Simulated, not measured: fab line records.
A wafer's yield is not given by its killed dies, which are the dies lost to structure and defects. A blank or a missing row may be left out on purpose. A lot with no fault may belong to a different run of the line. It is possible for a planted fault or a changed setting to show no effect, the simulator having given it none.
fab line records	flow sky130
record: lots: 12	wafers: 36	last-day: 50
route steps=708 shown VT_ADJUST_NCORE@130 VT_ADJUST_HVTR@141 POLY_GATE@232 LDD_N@250 PAD_OPEN@708
lots that met no fault: taken from a fault-free run of the same line
start-h: hours from the record's first day to the start of the lot's first wafer shown	wait-h: how many hours have passed since the lot's step before this one	" the same as in the row above	L1.1+2: a row that stands for several wafers	- no value present, or no start provided	* or withheld: withheld	< > ~ a bound
route shown NAME@n: a module of which the file shows steps, and the number in the route of the first	usual: mean/standard deviation of fault-free wafers	same: alike in all rows	chamber/n: place in a boat	sites: per-site readings	_std_site: their standard deviation	_edge_site: mean of outer sites minus mean of inner sites	radius-mm: how far each site lies from the wafer's centre	mask NAME#n: copy n	behind: the last tool/chamber to shape the wafer	hold: why the lot was held/for how many hours/how that ended	device: whichever transistor did not switch (one of n, p or np)	end of line: tests of these same wafers at the route's end	a step given without rows: its recipe and nothing more	killed: the dies lost at the first sort to structure and to defects; this is not the yield of the wafer	map: a wafer's dies, marking killed ones x, the rest . and places with no die _
set.NAME: the run value of the setting; set.NAME@STEP: its run value at that earlier step	model.NAME: the simulator's own value behind a step, which no gauge read
route steps across a sampled set of lots; one table per step, one row per wafer
services: when a tool's chamber went out of use (start-h, in hours from the record's first day, below 0 if earlier), for how many hours, and the reason
== steps ==
step: SKY_VT_ADJUST_NCORE_TW_MEAS_11
usual: VT_ADJUST_NCORE_TW: 220.4/1.4
lot.wafer	tool	chamber	start-h	wait-h	VT_ADJUST_NCORE_TW
L328.2	film-metro-03	-	188.91	0.1	223.1
L328.3	"	-	"	"	220.4
L328.5	"	-	"	"	220.2
L329.3	film-metro-02	-	194.48	0.1	219.8
L329.4	"	-	"	"	218.5
L329.6	"	-	"	"	218.7
L333.2	film-metro-01	-	225.07	0.1	218.7
L333.4	"	-	"	"	217.7
L333.6	"	-	"	"	218.0
L334.2	film-metro-02	-	230.96	0.1	219.7
L334.3	"	-	"	"	219.4
L334.4	"	-	"	"	220.2
L335.2	film-metro-03	-	238.16	0.1	220.8
L335.3	"	-	"	"	221.0
L335.4	"	-	"	"	222.1
L336.1	film-metro-03	-	248.68	0.1	221.0
L336.4	"	-	"	"	222.1
L336.5	"	-	"	"	221.6
L337.1	film-metro-02	-	250.31	0.1	220.3
L337.3	"	-	"	"	219.8
L337.4	"	-	"	"	221.0
L344.2	film-metro-02	-	298.94	0.1	219.5
L344.4	"	-	"	"	219.1
L344.6	"	-	"	"	219.4
L345.1	film-metro-03	-	305.56	0.1	221.8
L345.4	"	-	"	"	220.1
L345.5	"	-	"	"	221.1
L347.1	film-metro-03	-	319.38	0.1	221.1
L347.2	"	-	"	"	220.6
L347.4	"	-	"	"	221.3
L348.1	film-metro-03	-	328.78	0.1	220.1
L348.2	"	-	"	"	221.0
L348.6	"	-	"	"	221.8
L349.1	film-metro-02	-	333.11	0.1	219.2
L349.4	"	-	"	"	220.4
L349.6	"	-	"	"	220.2
step: SKY_VT_ADJUST_HVTR_STRIP_10
recipe: chemistry: O2/N2	power-w: 1400	pressure-mtorr: 1500	platen-temp-c: withheld	o2-flow-sccm: 3000	n2-flow-sccm: 300	overash-fraction: 0.5
usual: drypump-motor-current-A: 5.73/0.29	oes-product-au: 0.716/0.0046	strip-time-to-endpoint-s: 14.18/0.041
same: overash-fraction: 0.5
lot.wafer	tool	chamber	start-h	wait-h	drypump-motor-current-A	oes-product-au	rf-hours-counter-h	strip-time-to-endpoint-s
L328.2	plasma-asher-02	0	210.25	0.1	5.40	0.715	9	14.12
L328.3	"	1	"	"	5.68	0.715	-	14.17
L328.5	"	0	"	"	5.41	0.722	-	14.19
L329.3	plasma-asher-02	0	216.20	0.1	5.40	0.712	-	14.17
L329.4	"	1	"	"	5.64	0.720	-	14.24
L329.6	"	0	"	"	5.40	0.716	-	14.20
L333.2	plasma-asher-02	1	247.76	0.1	5.63	0.706	13	14.15
L333.4	"	0	"	"	5.42	0.722	-	14.22
L333.6	"	0	"	"	5.39	0.715	-	14.20
L334.2	plasma-asher-01	1	253.50	0.1	5.90	0.725	60	14.17
L334.3	"	0	"	"	5.75	0.711	-	14.19
L334.4	"	1	"	"	5.93	0.719	-	14.12
L335.2	plasma-asher-02	1	261.71	0.1	5.67	0.719	14	14.13
L335.3	"	1	"	"	5.66	0.728	-	14.11
L335.4	"	0	"	"	5.41	0.717	-	14.10
L336.1	plasma-asher-01	1	272.85	0.1	5.93	0.717	62	14.20
L336.4	"	1	"	"	5.93	0.716	-	14.22
L336.5	"	0	"	"	5.77	0.723	-	14.18
L337.1	plasma-asher-01	0	273.95	0.1	5.76	0.711	63	14.15
L337.3	"	0	"	"	5.76	0.717	-	14.19
L337.4	"	1	"	"	5.97	0.723	-	14.16
L344.2	plasma-asher-01	1	324.36	0.1	6.00	0.716	67	14.18
L344.4	"	0	"	"	5.76	0.711	-	14.13
L344.6	"	1	"	"	5.92	0.710	-	14.16
L345.1	plasma-asher-03	1	331.60	0.1	5.28	0.719	50	14.20
L345.4	"	1	"	"	5.29	0.708	-	14.15
L345.5	"	1	"	"	5.32	0.708	-	14.19
L347.1	plasma-asher-01	1	346.66	0.1	5.92	0.718	70	14.13
L347.2	"	0	"	"	5.74	0.715	70	14.10
L347.4	"	0	"	"	5.76	0.715	-	14.15
L348.1	plasma-asher-02	1	356.10	0.1	5.66	0.721	23	14.21
L348.2	"	0	"	"	5.43	0.722	23	14.19
L348.6	"	0	"	"	5.41	0.712	-	14.26
L349.1	plasma-asher-02	0	360.86	0.1	5.41	0.719	23	14.21
L349.4	"	0	"	"	5.41	0.722	-	14.18
L349.6	"	0	"	"	5.40	0.716	-	14.20
step: SKY_POLY_GATE_STRIP_18
recipe: chemistry: O2/N2	power-w: 1400	pressure-mtorr: 1500	platen-temp-c: withheld	o2-flow-sccm: 3000	n2-flow-sccm: 300	overash-fraction: 0.5
usual: drypump-motor-current-A: 5.9/0.42	oes-product-au: 0.361/0.0048	strip-time-to-endpoint-s: 3.172/0.026
same: overash-fraction: 0.5
lot.wafer	tool	chamber	start-h	wait-h	drypump-motor-current-A	oes-product-au	rf-hours-counter-h	strip-time-to-endpoint-s
L328.2	plasma-asher-04	1	377.25	0.0	6.5	0.359	71	3.199
L328.3	"	1	"	"	6.5	0.359	-	3.210
L328.5	"	1	"	"	6.5	0.362	-	3.178
L329.3	plasma-asher-04	0	382.10	0.1	6.4	0.367	-	3.116
L329.4	"	1	"	"	6.5	0.361	-	3.154
L329.6	"	1	"	"	6.5	0.353	-	3.163
L333.2	plasma-asher-02	0	423.25	0.0	5.4	0.356	31	3.162
L333.4	"	0	"	"	5.4	0.365	-	3.174
L333.6	"	0	"	"	5.4	0.358	-	3.173
L334.2	plasma-asher-02	1	431.39	0.0	5.7	0.368	31	3.244
L334.3	"	1	"	"	5.6	0.363	-	3.176
L334.4	"	0	"	"	5.4	0.364	-	3.193
L335.2	plasma-asher-02	1	440.89	0.0	5.7	0.363	32	3.140
L335.3	"	0	"	"	5.4	0.361	-	3.140
L335.4	"	1	"	"	5.7	0.360	-	3.199
L336.1	plasma-asher-04	1	450.60	0.0	6.5	0.367	79	3.176
L336.4	"	1	"	"	6.5	0.363	-	3.200
L336.5	"	0	"	"	6.4	0.365	-	3.180
L337.1	plasma-asher-02	0	454.20	0.0	5.4	0.358	34	3.177
L337.3	"	1	"	"	5.7	0.359	-	3.181
L337.4	"	0	"	"	5.4	0.363	-	3.160
L344.2	plasma-asher-01	0	517.19	0.0	5.8	0.366	9	3.197
L344.4	"	1	"	"	5.9	0.363	-	3.179
L344.6	"	0	"	"	5.8	0.359	-	3.132
L345.1	plasma-asher-02	1	522.95	0.0	5.7	0.364	41	3.206
L345.4	"	0	"	"	5.4	0.365	-	3.195
L345.5	"	0	"	"	5.4	0.355	-	3.199
L347.1	plasma-asher-01	1	536.94	0.0	5.9	0.364	11	3.161
L347.2	"	0	"	"	5.7	0.349	11	3.175
L347.4	"	0	"	"	5.8	0.358	-	3.168
L348.1	plasma-asher-02	0	548.59	0.0	5.4	0.358	44	3.177
L348.2	"	1	"	"	5.6	0.366	44	3.189
L348.6	"	0	"	"	5.4	0.365	-	3.166
L349.1	plasma-asher-02	0	553.30	0.0	5.4	0.355	44	3.159
L349.4	"	0	"	"	5.4	0.358	-	3.185
L349.6	"	1	"	"	5.7	0.363	-	3.160
step: SKY_LDD_N_IMPLANT_13
recipe: species: BF2	energy-kev: 50	dose-cm2: 5e+12	tilt-deg: 30	rotation-deg: 90
usual: dose-ions-cm2: 5e+12/6.1e+09	tilt-deg: 30.002/0.02
same: implant-ion-amu: 49
lot.wafer	tool	chamber	start-h	wait-h	dose-ions-cm2	tilt-deg
L328.2	implanter-03	0	411.65	0.1	5.004e+12	29.995
L328.3	"	0	"	"	5.006e+12	29.981
L328.5	"	0	"	"	5.002e+12	29.995
L329.3	implanter-03	0	415.86	0.1	4.999e+12	29.995
L329.4	"	0	"	"	5e+12	29.967
L329.6	"	0	"	"	5.01e+12	29.997
L333.2	implanter-03	0	458.28	0.1	5.014e+12	30.007
L333.4	"	0	"	"	5.004e+12	30.000
L333.6	"	0	"	"	4.996e+12	30.012
L334.2	implanter-02	0	465.40	0.1	5.001e+12	29.994
L334.3	"	0	"	"	4.991e+12	30.016
L334.4	"	0	"	"	4.992e+12	30.005
L335.2	implanter-03	0	476.21	0.1	5.01e+12	-0.006
L335.3	"	0	"	"	5.004e+12	0.005
L335.4	"	0	"	"	5.008e+12	-0.018
L336.1	implanter-03	0	484.53	0.1	4.988e+12	-0.006
L336.4	"	0	"	"	4.983e+12	0.018
L336.5	"	0	"	"	4.99e+12	-0.012
L337.1	implanter-01	0	487.51	0.1	5.007e+12	30.032
L337.3	"	0	"	"	5e+12	30.024
L337.4	"	0	"	"	5.005e+12	30.016
L344.2	implanter-02	0	549.93	0.1	5.013e+12	30.000
L344.4	"	0	"	"	4.999e+12	29.996
L344.6	"	0	"	"	4.998e+12	29.993
L345.1	implanter-03	0	557.37	0.1	5.006e+12	30.000
L345.4	"	0	"	"	5.005e+12	30.032
L345.5	"	0	"	"	5.003e+12	30.028
L347.1	implanter-01	0	569.22	0.1	4.997e+12	29.993
L347.2	"	0	"	"	4.999e+12	29.962
L347.4	"	0	"	"	5.008e+12	29.961
L348.1	implanter-01	0	580.21	0.1	4.998e+12	29.978
L348.2	"	0	"	"	5.002e+12	29.980
L348.6	"	0	"	"	4.999e+12	30.011
L349.1	implanter-02	0	585.06	0.1	5.004e+12	30.004
L349.4	"	0	"	"	5.009e+12	30.019
L349.6	"	0	"	"	5.005e+12	30.018
step: SKY_PAD_OPEN_PROBE_99
usual: killed_at_M0_to_M3: 43/6.5	killed_at_M4_up: 3.2/1.8	killed-at-contacts: 24/5	killed-at-front-end: 15/4.1	killed-at-other: 0.3/0.54	killed-dies: 85/9.3	killed-open: 47/7.2	killed-short: 39/5.9
same: gross-dies: 492	killed-at-back-side: 0
lot.wafer	tool	chamber	start-h	wait-h	killed_at_M0_to_M3	killed_at_M4_up	killed-at-contacts	killed-at-front-end	killed-at-other	killed-dies	killed-open	killed-short
L335.2	prober-02	-	1126.20	0.1	34	7	32	19	2	94	45	47
L335.3	prober-02	-	1126.25	0.2	44	6	25	15	0	90	50	39
L335.4	prober-02	-	1126.30	0.2	35	6	31	12	2	86	47	37
L337.1	prober-02	-	1132.26	0.1	45	2	27	14	0	88	46	42
L337.3	prober-02	-	1132.36	0.2	58	4	16	23	0	101	54	47
L337.4	prober-02	-	1132.41	0.2	51	1	14	9	0	75	44	31
killed by level:class
L335.2 CONTACT:geometric-particle:open=12 LI_CONTACT:geometric-particle:open=7 METAL4:geometric-particle:short=6 METAL2:geometric-particle:short=6 POLY_GATE:geometric-particle:open=5 CONTACT:geometric-particle:short=5 VIA3:geometric-particle:open=5 FIELD_ISO:geometric-particle:short=4
L335.3 VIA1:geometric-particle:open=13 CONTACT:geometric-particle:open=9 VIA1:geometric-particle:short=9 LI_CONTACT:geometric-particle:open=8 VIA3:geometric-particle:open=6 FIELD_ISO:geometric-particle:open=5 FIELD_ISO:geometric-particle:short=5 POLY_GATE:geometric-particle:open=4
L335.4 VIA1:geometric-particle:open=12 CONTACT:geometric-particle:open=10 LI_CONTACT:geometric-particle:open=7 CONTACT:geometric-particle:short=7 VIA2:geometric-particle:short=5 FIELD_ISO:geometric-particle:open=3 LI_CONTACT:geometric-particle:short=3 METAL2:geometric-particle:short=3
L337.1 VIA1:geometric-particle:open=12 CONTACT:geometric-particle:open=10 VIA3:geometric-particle:open=9 CONTACT:geometric-particle:short=7 METAL1:geometric-particle:short=5 VIA1:geometric-particle:short=5 POLY_GATE:geometric-particle:short=4 LI_CONTACT:geometric-particle:open=4
L337.3 VIA1:geometric-particle:open=18 METAL1:geometric-particle:short=9 FIELD_ISO:geometric-particle:open=8 METAL2:geometric-particle:short=7 FIELD_ISO:geometric-particle:short=6 CONTACT:geometric-particle:open=6 VIA1:geometric-particle:short=5 VIA3:geometric-particle:open=5
L337.4 VIA1:geometric-particle:open=12 VIA2:geometric-particle:open=8 CONTACT:geometric-particle:open=6 METAL1:geometric-particle:short=6 VIA3:geometric-particle:open=5 FIELD_ISO:geometric-particle:short=4 VIA1:geometric-particle:short=4 METAL2:geometric-particle:open=4
== services ==
tool	chamber	start-h	hours	kind
implanter-02	-	191.49	104.6	pm
plasma-asher-04	-	217.80	2.8	pm
implanter-01	-	227.55	3.8	pm
plasma-asher-02	-	239.26	2.6	repair
implanter-02	-	296.06	10.0	pm
implanter-01	-	300.51	0.7	repair
implanter-02	-	306.09	6.4	pm
plasma-asher-01	-	307.09	7.8	repair
plasma-asher-02	-	328.44	4.4	repair
implanter-02	-	330.78	1.1	repair
implanter-01	-	336.15	1.8	repair
implanter-01	-	354.24	2.8	repair
plasma-asher-01	-	363.29	31.4	repair
implanter-01	-	373.72	2.4	repair
implanter-02	-	374.08	5.8	pm
implanter-01	-	379.90	1.7	repair
implanter-03	-	398.68	0.7	repair
plasma-asher-01	-	421.31	9.0	pm
plasma-asher-02	-	446.53	1.2	repair
implanter-02	-	476.68	1.7	repair
implanter-02	-	530.36	5.9	repair
implanter-03	-	532.71	3.8	pm
plasma-asher-04	-	536.58	4.3	pm
plasma-asher-02	-	581.46	103.8	repair
== key ==
first-sign: step: SKY_LDD_N_IMPLANT_13	reading: tilt-deg	direction: down	sigmas: 99+	usual: *	struck: *
effect none on later readings
met-at SKY_LDD_N_IMPLANT_13
struck-lots L335,L336
tester-left-out L335,L336
not-acting-at SKY_VT_ADJUST_NCORE_TW_MEAS_11,SKY_VT_ADJUST_HVTR_STRIP_10,SKY_POLY_GATE_STRIP_18
onset-between 458.28 476.21
fault: kind: process-parameter-drift	tool: implanter-03	chamber: -	onset-h: 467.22	steps: SKY_LDD_N_IMPLANT_13	channel: tilt-deg	offset: *	shape: step	end-h: 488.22	acts-in: *	stated: *
tester-left-out: of these lots the tester's yield and bins aren't shown, on N5 and GAA mostly nor the transistor test; their killed dies are dies lost to structure and defects alone, not to doping, threshold or leakage, so they don't give the yield
